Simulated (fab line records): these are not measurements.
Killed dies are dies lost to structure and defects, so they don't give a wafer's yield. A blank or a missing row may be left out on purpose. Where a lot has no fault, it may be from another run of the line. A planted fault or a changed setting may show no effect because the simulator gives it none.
Which tool was responsible? ; flow gf180mcu ; Sampling: 12 lots, 36 wafers, 5 of 602 route steps

== WHAT THE GAUGES READ, wafer by wafer ==
Not one reading of a measure or inspect step in the record can be checked against a usual standard deviation.

== WHAT TOOL EACH LOT RAN ON (gives the tool, then ch and the chambers of the sampled wafers, and finally the start) ==
lot;GF_VT_IMPLANT_STRIP_09;GF_VT_IMPLANT_RTA_45;GF_HV_LDD_STRIP_37;GF_HV_LDD_COAT_41;GF_HV_LDD_STRIP_49
L866;plasma-asher-01 ch 0,1, day 5 14:01;rtp-anneal-02 ch 0, day 7 11:37;plasma-asher-02 ch 0,1, day 11 11:29;litho-track-04 ch 0, day 11 20:38;plasma-asher-04 ch 0,1, day 12 06:50
L867;plasma-asher-04 ch 0,1, day 5 21:59;rtp-anneal-02 ch 0, day 7 20:23;plasma-asher-02 ch 0,1, day 11 23:59;litho-track-04 ch 0, day 12 09:34;plasma-asher-01 ch 0,1, day 12 19:52
L868;plasma-asher-03 ch 0,1, day 6 04:01;rtp-anneal-02 ch 0, day 8 03:22;plasma-asher-02 ch 0,1, day 12 05:17;litho-track-01 ch 0, day 12 15:08;plasma-asher-01 ch 0,1, day 13 02:11
L869;plasma-asher-04 ch 0,1, day 6 10:41;rtp-anneal-01 ch 0, day 8 11:58;plasma-asher-04 ch 0,1, day 12 15:56;litho-track-04 ch 0, day 13 02:14;plasma-asher-02 ch 0,1, day 13 12:19
L870;plasma-asher-04 ch 0, day 6 16:26;rtp-anneal-01 ch 0, day 8 16:05;plasma-asher-04 ch 0, day 12 21:29;litho-track-02 ch 0, day 13 07:42;plasma-asher-04 ch 0,1, day 13 18:51
L871;plasma-asher-03 ch 0,1, day 6 21:22;rtp-anneal-01 ch 0, day 8 22:19;plasma-asher-01 ch 0,1, day 13 09:12;litho-track-01 ch 0, day 13 19:05;plasma-asher-02 ch 0,1, day 14 05:56
L872;plasma-asher-01 ch 0,1, day 7 01:47;rtp-anneal-02 ch 0, day 9 02:44;plasma-asher-04 ch 0,1, day 13 12:09;litho-track-04 ch 0, day 13 22:07;plasma-asher-02 ch 0,1, day 14 09:17
L876;plasma-asher-04 ch 0,1, day 8 06:19;rtp-anneal-01 ch 0, day 10 10:31;plasma-asher-02 ch 0,1, day 14 20:33;litho-track-04 ch 0, day 15 06:50;plasma-asher-02 ch 0,1, day 15 17:41
L878;plasma-asher-01 ch 0,1, day 8 18:19;rtp-anneal-02 ch 0, day 10 23:31;plasma-asher-01 ch 0,1, day 15 15:53;litho-track-04 ch 0, day 16 01:17;plasma-asher-02 ch 0,1, day 16 13:12
L882;plasma-asher-01 ch 0,1, day 9 17:20;rtp-anneal-01 ch 0, day 12 00:50;plasma-asher-01 ch 0,1, day 16 18:39;litho-track-02 ch 0, day 17 06:10;plasma-asher-01 ch 0,1, day 17 17:47
L886;plasma-asher-01 ch 0,1, day 10 18:30;rtp-anneal-01 ch 0, day 13 05:31;plasma-asher-04 ch 0,1, day 18 03:53;litho-track-02 ch 0, day 18 16:28;plasma-asher-01 ch 0,1, day 19 04:33
L889;plasma-asher-04 ch 0,1, day 11 16:08;rtp-anneal-01 ch 0, day 14 04:57;plasma-asher-02 ch 0,1, day 19 05:41;litho-track-01 ch 0, day 19 17:22;plasma-asher-01 ch 0,1, day 20 06:03
- GF_VT_IMPLANT_STRIP_09: strips in O2/N2.
- GF_VT_IMPLANT_RTA_45: time 30 s.
- GF_HV_LDD_STRIP_37: strips in O2/N2.
- GF_HV_LDD_COAT_41: resist thk 1000 nm.
- GF_HV_LDD_STRIP_49: strips in O2/N2.

== WHAT THE TOOLS THEMSELVES READ (means of the sampled wafers that have a number; where no wafer has one, the mark that the record gives instead) ==
GF_VT_IMPLANT_STRIP_09. Usual: drypump-motor-current-A 5.9 A, standard deviation 0.41; heater-power-w 357 W, standard deviation 35; oes-product-au 0.715 a.u., standard deviation 0.0051; strip-time-to-endpoint-s 12.64 s, standard deviation 0.043.
lot;tool;drypump-motor-current-A (A);heater-power-w (W);oes-product-au (a.u.);strip-time-to-endpoint-s (s);flag
L866;plasma-asher-01;5.7;369;0.713;12.66;
L867;plasma-asher-04;6.3;324;0.715;12.64;
L868;plasma-asher-03;5.6;388;0.717;12.64;
L869;plasma-asher-04;6.3;326;0.714;12.61;
L870;plasma-asher-04;6.0;291;0.713;12.66;
L871;plasma-asher-03;5.7;386;0.714;12.64;
L872;plasma-asher-01;5.7;363;0.716;12.58;
L876;plasma-asher-04;6.3;326;0.718;12.62;
L878;plasma-asher-01;6.0;375;0.718;12.66;
L882;plasma-asher-01;6.0;375;0.710;12.64;
L886;plasma-asher-01;6.0;387;0.718;12.57;
L889;plasma-asher-04;6.3;321;0.716;12.58;

GF_VT_IMPLANT_RTA_45. Usual: lamp-power-pct 35.6 %, standard deviation 0.39; wafer_temp_C_max 1054.3, standard deviation 0.8.
lot;tool;lamp-power-pct (%);wafer_temp_C_max;flag
L866;rtp-anneal-02;36.0;1054.5;
L867;rtp-anneal-02;36.0;1054.2;
L868;rtp-anneal-02;36.0;1054.1;
L869;rtp-anneal-01;35.2;1054.1;
L870;rtp-anneal-01;35.2;1054.4;
L871;rtp-anneal-01;35.2;1053.4;
L872;rtp-anneal-02;36.0;1053.1;
L876;rtp-anneal-01;35.2;1055.3;
L878;rtp-anneal-02;36.0;1054.0;
L882;rtp-anneal-01;35.2;1054.3;
L886;rtp-anneal-01;35.2;1055.0;
L889;rtp-anneal-01;35.2;1053.8;

GF_HV_LDD_STRIP_37. Usual: drypump-motor-current-A 6.1 A, standard deviation 0.33; heater-power-w 344 W, standard deviation 25; oes-product-au 0.716 a.u., standard deviation 0.0042; strip-time-to-endpoint-s 12.63 s, standard deviation 0.039.
lot;tool;drypump-motor-current-A (A);heater-power-w (W);oes-product-au (a.u.);strip-time-to-endpoint-s (s);flag
L866;plasma-asher-02;6.3;329;0.716;12.63;
L867;plasma-asher-02;6.2;331;0.713;12.63;
L868;plasma-asher-02;6.3;337;0.714;12.70;
L869;plasma-asher-04;6.2;313;0.719;12.65;
L870;plasma-asher-04;6.0;293;0.711;12.71;
L871;plasma-asher-01;6.0;370;0.716;12.61;
L872;plasma-asher-04;6.2;312;0.717;12.64;
L876;plasma-asher-02;6.2;336;0.715;12.60;
L878;plasma-asher-01;6.0;376;0.716;12.63;
L882;plasma-asher-01;6.0;376;0.716;12.67;
L886;plasma-asher-04;6.2;313;0.715;12.63;
L889;plasma-asher-02;6.3;338;0.712;12.62;

GF_HV_LDD_COAT_41. Usual: dispense-pressure-kPa 52 kPa, standard deviation 5; spin-speed-rpm 3000.2 rpm, standard deviation 2.2.
lot;tool;dispense-pressure-kPa (kPa);spin-speed-rpm (rpm);flag
L866;litho-track-04;59;3001.7;
L867;litho-track-04;59;2999.3;
L868;litho-track-01;47;3002.6;
L869;litho-track-04;59;2998.8;
L870;litho-track-02;50;2999.6;
L871;litho-track-01;47;3000.3;
L872;litho-track-04;59;2996.2;
L876;litho-track-04;59;2875.8;OFF
L878;litho-track-04;59;2870.9;OFF
L882;litho-track-02;50;3001.3;
L886;litho-track-02;50;2999.8;
L889;litho-track-01;47;3002.1;

GF_HV_LDD_STRIP_49. Usual: drypump-motor-current-A 6.1 A, standard deviation 0.34; heater-power-w 339 W, standard deviation 24; oes-product-au 0.716 a.u., standard deviation 0.0045; strip-time-to-endpoint-s 12.63 s, standard deviation 0.039.
lot;tool;drypump-motor-current-A (A);heater-power-w (W);oes-product-au (a.u.);strip-time-to-endpoint-s (s);flag
L866;plasma-asher-04;6.3;320;0.717;12.65;
L867;plasma-asher-01;5.7;361;0.719;12.67;
L868;plasma-asher-01;5.7;364;0.716;12.68;
L869;plasma-asher-02;6.2;330;0.717;12.69;
L870;plasma-asher-04;6.3;322;0.717;12.58;
L871;plasma-asher-02;6.2;333;0.717;12.61;
L872;plasma-asher-02;6.3;333;0.716;12.67;
L876;plasma-asher-02;6.3;335;0.718;12.82;OFF
L878;plasma-asher-02;6.3;334;0.716;12.79;OFF
L882;plasma-asher-01;5.7;358;0.720;12.64;
L886;plasma-asher-01;5.7;339;0.720;12.63;
L889;plasma-asher-01;5.7;339;0.713;12.60;

== THE ANSWER, worked out from the rows above alone ==
Rule: take the mean of a lot's wafers that have a number; if it is more than 3 standard deviations from the usual mean, the lot is off. Also off: a lot with no number at a reading for which 4 or more lots have one. Where the step has rows for the other lots, those lots are counted as sound. The gauges are gone through in route order, then the tools' own readings, and for those a lot's mean is taken as printed above. The first step at which some lot is off is used, and at that step the reading that is off furthest; a lot without a number counts as furthest.
Off: L876, L878, at GF_HV_LDD_COAT_41 (spin-speed-rpm).
If a tool, at that step or one of the process steps before it, ran each lot that is off and ran no sound lot following the first of them, it fits. One fits: litho-track-04 at GF_HV_LDD_COAT_41. Its last sound lot is L872 (day 13 22:07), its first lot that is off L876 (day 15 06:50): a fault that began between those two fits.
On the lots that are off, the tool's own readings at GF_HV_LDD_COAT_41 differ by more than 5 times the standard deviation of the sound lots' means, which bears it out; spin-speed-rpm reads 2873.4 rpm there versus 3000.2 rpm on the sound lots.

== WHAT THE SIMULATOR PUT IN ==
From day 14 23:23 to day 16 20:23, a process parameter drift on litho-track-04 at GF_HV_LDD_COAT_41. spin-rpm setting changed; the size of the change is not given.
Lots struck among those shown: L876, L878. The rule above reached the same finding.
